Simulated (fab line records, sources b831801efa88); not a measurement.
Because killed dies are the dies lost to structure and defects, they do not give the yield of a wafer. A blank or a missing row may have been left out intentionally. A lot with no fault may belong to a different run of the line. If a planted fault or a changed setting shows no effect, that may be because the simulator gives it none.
One fault seen from 2 desks || flow gf180mcu || only its own numbers are on each desk; what lay behind them is given at the end

## FOR THE TOOL OWNER'S DESK: pecvd-02
The tool's own readings at GF_PASSIVATION_CVD_02 (deposits Si3N4, target thk 700 nm, time 486.18 s): means of the sampled wafers that have a number, for each lot that ran on this tool. A lot is out of limits, marked OUT, if its mean lies more than 4 standard deviations from the usual mean; the brackets give that distance.
Columns: A = heater-power-w at GF_PASSIVATION_CVD_02, usual 739 W
{"lot": "L514", "first seen here": "day 30 18:56", "A": 804}
{"lot": "L515", "first seen here": "day 31 00:35", "A": 795}
This desk's verdict: no lot among the 2 shows anything out of limits.

## METROLOGY DESK
Means of the sampled wafers that have a number, per lot and without regard to the tool the lot ran on: this is what the gauges read. A lot is out of limits, marked OUT, if its mean lies more than 4 standard deviations from the usual mean; the brackets give that distance.
Columns: A = V5_W_THK at GF_V5_THK_MEAS_25, usual 366 nm; B = PASSIVATION_CVD_02_THK at GF_PASSIVATION_THK_MEAS_03, usual 697 nm; C = PASSIVATION_BOW at GF_PASSIVATION_BOW_MEAS_14, usual 133 um
{"lot": "L506", "first seen here": "day 27 14:19", "A": 360, "B": 695, "C": 119}
{"lot": "L508", "first seen here": "day 28 03:32", "A": 366, "B": 688, "C": 123}
{"lot": "L509", "first seen here": "day 28 12:09", "A": 365, "B": 697, "C": 136}
{"lot": "L514", "first seen here": "day 29 22:30", "A": 369, "B": "585 (-13) OUT", "C": 128}
{"lot": "L515", "first seen here": "day 30 04:38", "A": 362, "B": "584 (-13) OUT", "C": 122}
{"lot": "L520", "first seen here": "day 31 14:19", "A": 362, "B": 700, "C": 143}
{"lot": "L521", "first seen here": "day 31 16:44", "A": 369, "B": 707, "C": 137}
{"lot": "L522", "first seen here": "day 31 22:53", "A": 367, "B": 697, "C": 125}
{"lot": "L523", "first seen here": "day 32 06:59", "A": 360, "B": 691, "C": 135}
{"lot": "L526", "first seen here": "day 32 22:14", "A": 361, "B": 701, "C": 135}
{"lot": "L529", "first seen here": "day 33 14:26", "A": 369, "B": 686, "C": 131}
Finding of this desk: L514, L515 out of limits, first seen on L514 at day 30 19:15 (PASSIVATION_CVD_02_THK at GF_PASSIVATION_THK_MEAS_03). Within limits: L506, L508, L509, L520, L521, L522, L523, L526, L529.

## BROUGHT TOGETHER
At day 30 19:15 the metrology desk could have sounded an alarm, on L514, L515.
The tool owner's desk saw nothing out of limits.
On record at the tool owner's desk: L514, L515, within its limits.
The lots listed all ran GF_PASSIVATION_CVD_02 on pecvd-02.

## WHAT THE SIMULATOR HAD PUT IN
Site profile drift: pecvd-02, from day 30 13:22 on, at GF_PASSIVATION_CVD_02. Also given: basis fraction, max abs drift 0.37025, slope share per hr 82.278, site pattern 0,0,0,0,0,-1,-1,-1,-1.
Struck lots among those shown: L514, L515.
Hours from the fault's start to each desk's first reading out of limits: the metrology desk, 6.
